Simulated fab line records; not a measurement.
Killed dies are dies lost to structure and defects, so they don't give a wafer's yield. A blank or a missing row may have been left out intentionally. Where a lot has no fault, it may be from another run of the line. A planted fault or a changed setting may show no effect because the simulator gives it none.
What tool caused it? / flow sky130 / 12 lots, 36 wafers sampled, at 5 steps of a route of 708

== WHAT THE GAUGES READ, wafer by wafer ==
SKY_GATE_OXIDE_OVL_MEAS_10.
lot=L954; measured=day 13 07:17; on=overlay-01; GATE_OXIDE_OVL (nm)=0.4 2.8 2.5
lot=L956; measured=day 14 05:52; on=overlay-02; GATE_OXIDE_OVL (nm)=0.0 -1.2 -0.7
lot=L958; measured=day 15 02:08; on=overlay-01; GATE_OXIDE_OVL (nm)=-0.4 -1.9 0.3
lot=L959; measured=day 15 04:46; on=overlay-01; GATE_OXIDE_OVL (nm)=-0.9 -1.2 -0.4
lot=L961; measured=day 16 01:28; on=overlay-02; GATE_OXIDE_OVL (nm)=2.7 0.4 -1.0
lot=L963; measured=day 17 08:40; on=overlay-01; GATE_OXIDE_OVL (nm)=0.5 1.4 -0.4
lot=L964; measured=day 17 17:31; on=overlay-02; GATE_OXIDE_OVL (nm)=0.8 1.0 -0.3
lot=L971; measured=day 19 13:13; on=overlay-02; GATE_OXIDE_OVL (nm)=0.8 -0.4 0.3
lot=L972; measured=day 19 20:10; on=overlay-01; GATE_OXIDE_OVL (nm)=1.5 1.5 1.1
lot=L973; measured=day 20 10:46; on=overlay-02; GATE_OXIDE_OVL (nm)=0.0 0.5 0.1
lot=L974; measured=day 20 22:04; on=overlay-02; GATE_OXIDE_OVL (nm)=-0.1 -0.8 -2.3
lot=L977; measured=day 21 17:22; on=overlay-02; GATE_OXIDE_OVL (nm)=-2.7 -0.3 -0.1

SKY_RES_PROTECT_TW_MEAS_08.
lot=L954; measured=day 14 12:56; on=film-metro-03; POLY_GATE_TW=4067 4069 4041
lot=L956; measured=day 15 11:44; on=film-metro-04; POLY_GATE_TW=4087 4090 4093
lot=L958; measured=day 16 10:40; on=film-metro-04; POLY_GATE_TW=4122 4125 4096
lot=L959; measured=day 16 13:26; on=film-metro-04; POLY_GATE_TW=4122 4129 4127
lot=L961; measured=day 17 11:07; on=film-metro-04; POLY_GATE_TW=4079 4098 4106
lot=L963; measured=day 18 17:16; on=film-metro-04; POLY_GATE_TW=4080 4086 4082
lot=L964; measured=day 19 04:29; on=film-metro-03; POLY_GATE_TW=4036 4030 4026
lot=L971; measured=day 20 23:07; on=film-metro-02; POLY_GATE_TW=4026 4045 3998
lot=L972; measured=day 21 07:29; on=film-metro-04; POLY_GATE_TW=4106 4079 4106
lot=L973; measured=day 21 22:35; on=film-metro-02; POLY_GATE_TW=4037 4022 4029
lot=L974; measured=day 22 08:47; on=film-metro-03; POLY_GATE_TW=4068 4043 4050
lot=L977; measured=day 23 04:11; on=film-metro-04; POLY_GATE_TW=4108 4101 4111

SKY_LDD_HVN_TW_MEAS_10.
lot=L954; measured=day 19 17:08; on=film-metro-04; LDD_HVN_TW=1462 1460 1460
lot=L956; measured=day 20 17:05; on=film-metro-01; LDD_HVN_TW=1437 1444 1444
lot=L958; measured=day 21 17:18; on=film-metro-02; LDD_HVN_TW=1432 1430 1435
lot=L959; measured=day 21 20:16; on=film-metro-02; LDD_HVN_TW=1433 1429 1424
lot=L961; measured=day 22 19:43; on=film-metro-01; LDD_HVN_TW=1444 1443 1442
lot=L963; measured=day 24 02:46; on=film-metro-04; LDD_HVN_TW=1452 1462 1458
lot=L964; measured=day 24 13:55; on=film-metro-01; LDD_HVN_TW=1431 1422 1431
lot=L971; measured=day 26 03:46; on=film-metro-04; LDD_HVN_TW=1598 1605 1594
lot=L972; measured=day 26 12:04; on=film-metro-01; LDD_HVN_TW=1571 1565 1571
lot=L973; measured=day 27 01:22; on=film-metro-01; LDD_HVN_TW=1428 1429 1427
lot=L974; measured=day 27 10:46; on=film-metro-01; LDD_HVN_TW=1423 1428 1421
lot=L977; measured=day 28 02:46; on=film-metro-04; LDD_HVN_TW=1470 1463 1470

== TOOL THAT RAN EACH LOT (tool first, then ch and the chambers of the sampled wafers, then the start) ==
lot=L954; SKY_GATE_OXIDE_STRIP_13=plasma-asher-04 ch 0,1, day 13 07:35; SKY_LDD_HVN_IMPLANT_08=implanter-03 ch 0, day 19 16:55
lot=L956; SKY_GATE_OXIDE_STRIP_13=plasma-asher-02 ch 0,1, day 14 06:11; SKY_LDD_HVN_IMPLANT_08=implanter-02 ch 0, day 20 16:52
lot=L958; SKY_GATE_OXIDE_STRIP_13=plasma-asher-03 ch 0,1, day 15 02:26; SKY_LDD_HVN_IMPLANT_08=implanter-03 ch 0, day 21 17:05
lot=L959; SKY_GATE_OXIDE_STRIP_13=plasma-asher-04 ch 0,1, day 15 05:04; SKY_LDD_HVN_IMPLANT_08=implanter-03 ch 0, day 21 20:01
lot=L961; SKY_GATE_OXIDE_STRIP_13=plasma-asher-02 ch 0,1, day 16 01:46; SKY_LDD_HVN_IMPLANT_08=implanter-03 ch 0, day 22 19:28
lot=L963; SKY_GATE_OXIDE_STRIP_13=plasma-asher-03 ch 1, day 17 08:57; SKY_LDD_HVN_IMPLANT_08=implanter-02 ch 0, day 24 02:31
lot=L964; SKY_GATE_OXIDE_STRIP_13=plasma-asher-03 ch 0,1, day 17 17:48; SKY_LDD_HVN_IMPLANT_08=implanter-02 ch 0, day 24 13:40
lot=L971; SKY_GATE_OXIDE_STRIP_13=plasma-asher-04 ch 0,1, day 19 13:31; SKY_LDD_HVN_IMPLANT_08=implanter-02 ch 0, day 26 03:31
lot=L972; SKY_GATE_OXIDE_STRIP_13=plasma-asher-04 ch 0,1, day 19 20:27; SKY_LDD_HVN_IMPLANT_08=implanter-02 ch 0, day 26 11:50
lot=L973; SKY_GATE_OXIDE_STRIP_13=plasma-asher-02 ch 0,1, day 20 11:03; SKY_LDD_HVN_IMPLANT_08=implanter-04 ch 0, day 27 01:08
lot=L974; SKY_GATE_OXIDE_STRIP_13=plasma-asher-02 ch 0,1, day 20 22:21; SKY_LDD_HVN_IMPLANT_08=implanter-03 ch 0, day 27 10:32
lot=L977; SKY_GATE_OXIDE_STRIP_13=plasma-asher-02 ch 0,1, day 21 17:40; SKY_LDD_HVN_IMPLANT_08=implanter-03 ch 0, day 28 02:32
- SKY_GATE_OXIDE_STRIP_13: strips in O2/N2.
- SKY_LDD_HVN_IMPLANT_08

== WHAT THE TOOLS THEMSELVES READ (means of the sampled wafers that have a number; where no wafer has one, the mark that the record gives instead) ==
SKY_GATE_OXIDE_STRIP_13.
lot=L954; tool=plasma-asher-04; drypump-motor-current-A (A)=5.4; oes-product-au (a.u.)=0.715; strip-time-to-endpoint-s (s)=14.19
lot=L956; tool=plasma-asher-02; drypump-motor-current-A (A)=5.6; oes-product-au (a.u.)=0.721; strip-time-to-endpoint-s (s)=14.21
lot=L958; tool=plasma-asher-03; drypump-motor-current-A (A)=5.9; oes-product-au (a.u.)=0.716; strip-time-to-endpoint-s (s)=14.22
lot=L959; tool=plasma-asher-04; drypump-motor-current-A (A)=5.2; oes-product-au (a.u.)=0.717; strip-time-to-endpoint-s (s)=14.23
lot=L961; tool=plasma-asher-02; drypump-motor-current-A (A)=5.7; oes-product-au (a.u.)=0.712; strip-time-to-endpoint-s (s)=14.15
lot=L963; tool=plasma-asher-03; drypump-motor-current-A (A)=5.9; oes-product-au (a.u.)=0.712; strip-time-to-endpoint-s (s)=14.21
lot=L964; tool=plasma-asher-03; drypump-motor-current-A (A)=5.9; oes-product-au (a.u.)=0.715; strip-time-to-endpoint-s (s)=14.19
lot=L971; tool=plasma-asher-04; drypump-motor-current-A (A)=5.2; oes-product-au (a.u.)=0.715; strip-time-to-endpoint-s (s)=14.20
lot=L972; tool=plasma-asher-04; drypump-motor-current-A (A)=5.2; oes-product-au (a.u.)=0.714; strip-time-to-endpoint-s (s)=14.18
lot=L973; tool=plasma-asher-02; drypump-motor-current-A (A)=6.1; oes-product-au (a.u.)=0.717; strip-time-to-endpoint-s (s)=14.13
lot=L974; tool=plasma-asher-02; drypump-motor-current-A (A)=5.6; oes-product-au (a.u.)=0.713; strip-time-to-endpoint-s (s)=14.18
lot=L977; tool=plasma-asher-02; drypump-motor-current-A (A)=6.1; oes-product-au (a.u.)=0.711; strip-time-to-endpoint-s (s)=14.16

SKY_LDD_HVN_IMPLANT_08.
lot=L954; tool=implanter-03; beam-energy-keV=60.009; end-station-pressure-torr (Torr)=5.12e-06
lot=L956; tool=implanter-02; beam-energy-keV=59.975; end-station-pressure-torr (Torr)=5.09e-06
lot=L958; tool=implanter-03; beam-energy-keV=60.003; end-station-pressure-torr (Torr)=5.19e-06
lot=L959; tool=implanter-03; beam-energy-keV=59.996; end-station-pressure-torr (Torr)=5.10e-06
lot=L961; tool=implanter-03; beam-energy-keV=59.999; end-station-pressure-torr (Torr)=4.89e-06
lot=L963; tool=implanter-02; beam-energy-keV=59.994; end-station-pressure-torr (Torr)=4.80e-06
lot=L964; tool=implanter-02; beam-energy-keV=60.003; end-station-pressure-torr (Torr)=5.01e-06
lot=L971; tool=implanter-02; beam-energy-keV=86.394; end-station-pressure-torr (Torr)=5.08e-06
lot=L972; tool=implanter-02; beam-energy-keV=86.364; end-station-pressure-torr (Torr)=5.17e-06
lot=L973; tool=implanter-04; beam-energy-keV=59.999; end-station-pressure-torr (Torr)=5.03e-06
lot=L974; tool=implanter-03; beam-energy-keV=60.007; end-station-pressure-torr (Torr)=5.02e-06
lot=L977; tool=implanter-03; beam-energy-keV=59.980; end-station-pressure-torr (Torr)=5.05e-06

== THE ANSWER, worked out from the rows above alone ==
Rule: the usual values come from the lots themselves. Put in order of their means at a reading, lots are off if they are a third of the lots or fewer, leave a main group of 4 or more, and stand apart from it by a gap of 3 or more times the standard deviation of the main group's means; of several such gaps the widest counts. A main group whose means are all the same, to the digits that the tables above print for the reading, isn't used. Also off: a lot with no number at a reading for which 4 or more lots have one. Any other lot the step has rows for is counted as sound. First the gauges in route order, then the tools' own readings, where a lot's mean is used as printed above. At the first step where some lot is off, the reading lying furthest off is the one used; lots without a number count as furthest.
Off: L971, L972, seen at SKY_LDD_HVN_TW_MEAS_10 (LDD_HVN_TW). Mean 1441 and standard deviation 15 in the main group.
If a tool, at a process step before that reading, ran all the lots that are off and no sound lot after the first of them, it fits. Not tried: the gauges at SKY_LDD_HVN_TW_MEAS_10; whatever is off there is also off at SKY_LDD_HVN_IMPLANT_08, on other tools, and gauge error can't account for it. Can't be told from this: 2 tools fit, plasma-asher-04 at SKY_GATE_OXIDE_STRIP_13, implanter-02 at SKY_LDD_HVN_IMPLANT_08.

== WHAT WAS PUT IN BY THE SIMULATOR ==
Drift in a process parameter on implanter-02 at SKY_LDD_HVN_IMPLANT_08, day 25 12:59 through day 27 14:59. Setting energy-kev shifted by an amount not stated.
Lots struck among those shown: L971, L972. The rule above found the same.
